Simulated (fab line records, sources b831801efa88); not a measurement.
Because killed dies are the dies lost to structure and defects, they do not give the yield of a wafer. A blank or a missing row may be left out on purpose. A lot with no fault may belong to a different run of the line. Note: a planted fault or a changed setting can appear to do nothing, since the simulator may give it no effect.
Which tool was responsible? | flow sky130 | 33 wafers from 11 lots sampled at 5 of the route's 708 steps

WHAT EACH GAUGE READ, for each wafer
SKY_VT_ADJUST_NCORE_TW_MEAS_11.
lot  | measured     | on           | VT_ADJUST_NCORE_TW
L974 | day 9 02:53  | filmMetro-02 | 224.5 224.0 223.9
L976 | day 9 20:28  | filmMetro-03 | 265.9 265.4 265.4
L978 | day 10 09:59 | filmMetro-02 | 222.7 223.3 222.0
L979 | day 10 13:36 | filmMetro-02 | 271.4 272.7 271.6
L980 | day 10 21:11 | filmMetro-02 | 270.8 272.1 272.7
L982 | day 11 10:32 | filmMetro-02 | 223.8 223.9 225.2
L989 | day 13 10:16 | filmMetro-02 | 223.5 222.8 223.5
L990 | day 13 17:35 | filmMetro-02 | 223.4 223.2 222.5
L993 | day 14 13:57 | filmMetro-04 | 219.1 218.3 217.9
L995 | day 15 11:07 | filmMetro-03 | 217.1 217.7 217.0
L997 | day 15 23:37 | filmMetro-04 | 220.6 220.6 221.0

SKY_LI_CONTACT_BOW_MEAS_03.
lot  | measured     | on           | LI_CONTACT_BOW (um)
L974 | day 29 04:11 | filmMetro-04 | 62 53 73
L976 | day 29 14:31 | filmMetro-01 | 62 62 53
L978 | day 30 11:51 | filmMetro-04 | 52 49 59
L979 | day 30 16:13 | filmMetro-02 | 60 48 52
L980 | day 30 21:23 | filmMetro-04 | 47 48 52
L982 | day 31 19:35 | filmMetro-04 | 54 44 42
L989 | day 34 03:29 | filmMetro-01 | 49 65 48
L990 | day 34 06:36 | filmMetro-02 | 60 65 57
L993 | day 35 07:01 | filmMetro-01 | 49 55 55
L995 | day 36 00:24 | filmMetro-04 | 52 53 50
L997 | day 36 11:47 | filmMetro-04 | 52 52 59

TOOL THAT RAN EACH LOT (tool first, then ch and the chambers of the sampled wafers, then the start)
lot  | SKY_FIELD_ISO_ETCH_17          | SKY_VT_ADJUST_NCORE_IMPLANT_09  | SKY_POLY_GATE_ETCH_16
L974 | rieSi-01 ch 0,2, day 2 07:34   | implanter-04 ch 0, day 9 02:39  | rieDiel-02 ch 0,1,3, day 17 08:15
L976 | rieSi-01 ch 2,3, day 2 16:43   | implanter-03 ch 0, day 9 19:54  | rieDiel-01 ch 0,2,3, day 17 22:42
L978 | rieSi-01 ch 1,2, day 3 02:26   | implanter-01 ch 0, day 10 09:46 | rieDiel-02 ch 2,3, day 18 19:41
L979 | rieSi-01 ch 2,3, day 3 07:02   | implanter-01 ch 0, day 10 13:03 | rieDiel-01 ch 1,2, day 18 21:42
L980 | rieSi-02 ch 0,1, day 3 13:16   | implanter-03 ch 0, day 10 20:37 | rieDiel-04 ch 0,1,2, day 19 06:36
L982 | rieSi-02 ch 1,2, day 4 01:16   | implanter-01 ch 0, day 11 10:18 | rieDiel-02 ch 0,1,2, day 20 04:36
L989 | rieSi-01 ch 0,1,2, day 5 12:32 | implanter-04 ch 0, day 13 10:01 | rieDiel-01 ch 1,2,3, day 22 19:54
L990 | rieSi-01 ch 0,3, day 5 19:26   | implanter-03 ch 0, day 13 17:22 | rieDiel-04 ch 0,2,3, day 22 22:54
L993 | rieSi-01 ch 0,1,2, day 6 08:32 | implanter-03 ch 0, day 14 13:42 | rieDiel-02 ch 0,1,2, day 24 00:21
L995 | rieSi-01 ch 0,3, day 6 19:50   | implanter-01 ch 0, day 15 10:52 | rieDiel-02 ch 0,2,3, day 24 21:21
L997 | rieSi-02 ch 0,3, day 7 07:16   | implanter-04 ch 0, day 15 23:22 | rieDiel-04 ch 0,1,3, day 25 10:48
- SKY_FIELD_ISO_ETCH_17: etches Si in HBr/Cl2/O2, target depth 342 nm, time 97.7 s.
- SKY_VT_ADJUST_NCORE_IMPLANT_09
- SKY_POLY_GATE_ETCH_16: etches Si3N4 in CH3F/O2, stops on poly-Si, time 147.5 s, target depth 75 nm.

AS READ BY THE TOOLS THEMSELVES (means over the sampled wafers that have a number; for cases with no such wafer, the mark the record gives instead)
SKY_FIELD_ISO_ETCH_17.
lot  | tool     | chamberPressureMTorr (mTorr) | drypumpMotorCurrentA (A) | oesProductAu (a.u.) | throttleValvePct (%)
L974 | rieSi-01 | 15.004                       | 5.8                      | 0.996               | 25.654
L976 | rieSi-01 | 14.997                       | 5.9                      | 1.004               | 25.661
L978 | rieSi-01 | 14.995                       | 5.7                      | 1.007               | 25.659
L979 | rieSi-01 | 14.986                       | 5.9                      | 0.993               | 25.649
L980 | rieSi-02 | 15.001                       | 6.0                      | 1.006               | 25.657
L982 | rieSi-02 | 14.991                       | 5.4                      | 1.014               | 25.647
L989 | rieSi-01 | 14.999                       | 5.7                      | 1.002               | 25.644
L990 | rieSi-01 | 15.003                       | 5.9                      | 0.987               | 25.657
L993 | rieSi-01 | 14.996                       | 5.7                      | 0.999               | 25.660
L995 | rieSi-01 | 14.997                       | 5.9                      | 1.001               | 25.653
L997 | rieSi-02 | 15.001                       | 6.2                      | 0.993               | 25.663

SKY_VT_ADJUST_NCORE_IMPLANT_09.
lot  | tool         | doseIonsCm2
L974 | implanter-04 | 2.3965e+12
L976 | implanter-03 | 2.4018e+12
L978 | implanter-01 | 2.3969e+12
L979 | implanter-01 | 2.4019e+12
L980 | implanter-03 | 2.3987e+12
L982 | implanter-01 | 2.3993e+12
L989 | implanter-04 | 2.3969e+12
L990 | implanter-03 | 2.4037e+12
L993 | implanter-03 | 2.3981e+12
L995 | implanter-01 | 2.4021e+12
L997 | implanter-04 | 2.4034e+12

SKY_POLY_GATE_ETCH_16.
lot  | tool       | chamberPressureMTorr (mTorr) | drypumpMotorCurrentA (A) | oesProductAu (a.u.) | throttleValvePct (%)
L974 | rieDiel-02 | 24.993                       | 5.6                      | 0.642               | 10.530
L976 | rieDiel-01 | 25.002                       | 5.7                      | 0.640               | 10.541
L978 | rieDiel-02 | 24.993                       | 6.4                      | 0.634               | 10.535
L979 | rieDiel-01 | 25.009                       | 5.1                      | 0.636               | 10.532
L980 | rieDiel-04 | 25.003                       | 5.5                      | 0.643               | 10.530
L982 | rieDiel-02 | 24.992                       | 5.8                      | 0.643               | 10.539
L989 | rieDiel-01 | 25.015                       | 5.4                      | 0.643               | 10.542
L990 | rieDiel-04 | 24.992                       | 5.6                      | 0.642               | 10.536
L993 | rieDiel-02 | 24.998                       | 5.7                      | 0.642               | 10.535
L995 | rieDiel-02 | 24.993                       | 6.0                      | 0.639               | 10.525
L997 | rieDiel-04 | 24.986                       | 5.8                      | 0.640               | 10.528

THE ANSWER, worked out from the rows above alone
Rule: usual is defined by the lots themselves. Put in order of their means at a reading, lots are off if they are a third of the lots or fewer, leave a main group of 4 or more, and stand apart from it by a gap of 3 or more times the standard deviation of the main group's means; of several such gaps the widest counts. A main group is skipped when, at the precision printed for the reading in the tables above, its means are all equal. A lot without any number at a reading at which 4 lots or more have one is off too. The other lots that the step has rows for count as sound. First the gauges in route order, then the tools' own readings, where a lot's mean is used as printed above. At the first step where some lot is off, the reading lying furthest off is the one used; lots without a number count as furthest.
Off: L976, L979, L980, at SKY_VT_ADJUST_NCORE_TW_MEAS_11 (VT_ADJUST_NCORE_TW). Main group: mean 221.7, sd 2.5.
If a tool, at a process step before that reading, ran all the lots that are off and no sound lot after the first of them, it fits. Gauges at SKY_VT_ADJUST_NCORE_TW_MEAS_11: tried the same way as those tools. None of those tried fits.

WHAT THE SIMULATOR HAD PUT IN
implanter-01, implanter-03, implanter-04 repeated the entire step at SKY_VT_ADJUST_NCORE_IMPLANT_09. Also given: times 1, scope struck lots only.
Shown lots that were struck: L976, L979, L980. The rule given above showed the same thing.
